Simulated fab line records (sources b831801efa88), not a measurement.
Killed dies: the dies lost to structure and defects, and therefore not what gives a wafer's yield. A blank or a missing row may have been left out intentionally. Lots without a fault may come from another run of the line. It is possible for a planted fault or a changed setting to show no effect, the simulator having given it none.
Matching of chambers / flow gf180mcu / pecvd-02 running GF_PASSIVATION_CVD_00: 3 sister chambers
The step deposits SiO2 from TEOS, target thk 1000 nm, time 111.95 s. 3 wafers are shown with their chamber, then 8 later ones without.

WAFERS, EACH WITH ITS CHAMBER
wafer=L081.4; chamber=1; heater_power_w (W)=710
wafer=L081.5; chamber=2; heater_power_w (W)=883
wafer=L088.1; chamber=0; heater_power_w (W)=651

WAFERS WITHOUT THEIR CHAMBER
wafer=L088.2; heater_power_w (W)=786
wafer=L088.5; heater_power_w (W)=633
wafer=L091.2; heater_power_w (W)=658
wafer=L091.3; heater_power_w (W)=671
wafer=L091.6; heater_power_w (W)=725
wafer=L095.2; heater_power_w (W)=717
wafer=L095.4; heater_power_w (W)=660
wafer=L095.6; heater_power_w (W)=888

WHICH CHAMBER EACH ONE RAN IN
wafer=L088.2; from the rows above=can't be placed: 1 or 2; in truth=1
wafer=L088.5; from the rows above=0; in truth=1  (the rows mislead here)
wafer=L091.2; from the rows above=can't be placed: 0 or 1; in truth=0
wafer=L091.3; from the rows above=can't be placed: 0 or 1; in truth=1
wafer=L091.6; from the rows above=1; in truth=1
wafer=L095.2; from the rows above=1; in truth=1
wafer=L095.4; from the rows above=can't be placed: 0 or 1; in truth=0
wafer=L095.6; from the rows above=2; in truth=2
Correctly placed: 3 of 8. These rows do not allow placing 4 (true chamber among the candidates in 4). Wrongly placed: 1.
How it was worked out, from the rows above alone: a wafer's distance from a chamber is the root of the sum, over the readings, of the square of ((its reading less the chamber's mean) divided by the reading's scatter). If the next closest chamber is less than 2 further off than the closest, the wafer can't be placed; otherwise it belongs to the closest. The mean given for a chamber averages the wafers shown for that chamber. The scatter: with one shown wafer a chamber, the root of the mean of the squares of how far each hidden wafer lies from its nearest shown one.
